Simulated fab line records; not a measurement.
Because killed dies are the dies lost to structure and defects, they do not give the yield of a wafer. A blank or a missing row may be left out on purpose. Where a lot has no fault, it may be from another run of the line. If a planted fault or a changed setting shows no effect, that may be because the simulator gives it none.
A single fault, viewed from 2 desks	flow gf180mcu	each desk has only its own numbers; what lay behind them comes last

## THE TOOL OWNER'S DESK: rtp_anneal-02
Per lot that ran on this tool, the mean of the sampled wafers carrying a number, from the tool's own readings at GF_PSD_RTA_13 (time 20 s). Any lot whose mean is over 4 standard deviations away from the usual mean is out of limits and marked OUT; that distance is given in the brackets.
Columns: A = lamp_power_pct at GF_PSD_RTA_13, usual 32.3 %; B = wafer_temp_C_max at GF_PSD_RTA_13, usual 1028.4
lot	first seen here	A	B
L829	day 14 10:30	31.6	1028.6
L830	day 14 14:01	31.6	1028.8
L831	day 15 04:05	31.6	1028.1
L832	day 15 08:18	31.6	1028.6
L833	day 15 17:07	31.6	1028.0
L835	day 16 10:26	31.6	1027.9
L838	day 17 11:20	31.6	1028.8
L843	day 19 05:23	35.3	1070.5 (+58) OUT
L847	day 20 16:21	35.3	1071.0 (+59) OUT
This desk's finding: out of limits on L843, L847; first on L843, day 19 05:23 (wafer_temp_C_max at GF_PSD_RTA_13). L829, L830, L831, L832, L833, L835, L838: within limits.

## FROM THE METROLOGY DESK
What the gauges read, lot by lot, whatever tool the lot ran on: means of the sampled wafers that have a number. Any lot whose mean is over 4 standard deviations away from the usual mean is out of limits and marked OUT; that distance is given in the brackets.
Columns: A = HV_LDD_3_TW at GF_HV_LDD_TW_MEAS_38, usual 1427; B = NSD_TW at GF_NSD_TW_MEAS_12, usual 4264; C = NSD_RS at GF_PSD_RS_MEAS_14, usual 45.77 ohm/sq; D = PSD_RS at GF_PSD_RS_MEAS_15, usual 108.47 ohm/sq; E = SALICIDE_TIN_THK at GF_SALICIDE_THK_MEAS_05, usual 19.80 nm
lot	first seen here	A	B	C	D	E
L829	day 11 16:12	1434	4234	45.81	108.69	19.69
L830	day 11 21:36	1443	4320	45.73	108.22	19.67
L831	day 12 09:46	1422	4287	45.73	108.34	20.07
L832	day 12 13:45	1417	4306	45.72	108.30	19.86
L833	day 12 23:08	1421	4267	45.81	108.71	20.06
L834	day 13 07:38	1425	4240	45.74	108.31	19.95
L835	day 13 15:11	1422	4285	45.82	108.52	20.06
L836	day 13 23:11	1418	4243	45.82	108.61	19.61
L838	day 14 14:44	1415	4228	45.78	108.27	19.94
L841	day 15 12:52	1441	4299	45.72	108.33	20.15
L843	day 16 04:44	1449	4290	39.55 (-77) OUT	90.66 (-61) OUT	20.02
L847	day 17 12:50	1425	4241	39.55 (-77) OUT	90.36 (-62) OUT	19.77
L852	day 19 02:46	1426	4277	45.74	108.88	19.52
Finding of this desk: L843, L847 out of limits, first seen on L843 at day 19 05:28 (NSD_RS at GF_PSD_RS_MEAS_14). L829, L830, L831, L832, L833, L834, L835, L836, L838, L841, L852: within limits.

## BROUGHT TOGETHER
At day 19 05:23, on L843, L847, the tool owner's desk was in a position to raise an alarm.
An alarm was possible from the metrology desk at day 19 05:28, on L843, L847.
On rtp_anneal-02, each named lot ran GF_PSD_RTA_13.

## WHAT THE SIMULATOR HAD PUT IN
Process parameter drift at GF_PSD_RTA_13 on rtp_anneal-02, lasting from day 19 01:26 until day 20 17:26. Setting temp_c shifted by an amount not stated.
Struck lots among those shown: L843, L847.
Fault start to first reading out of limits, in hours, per desk: tool owner, 4; metrology, 4.
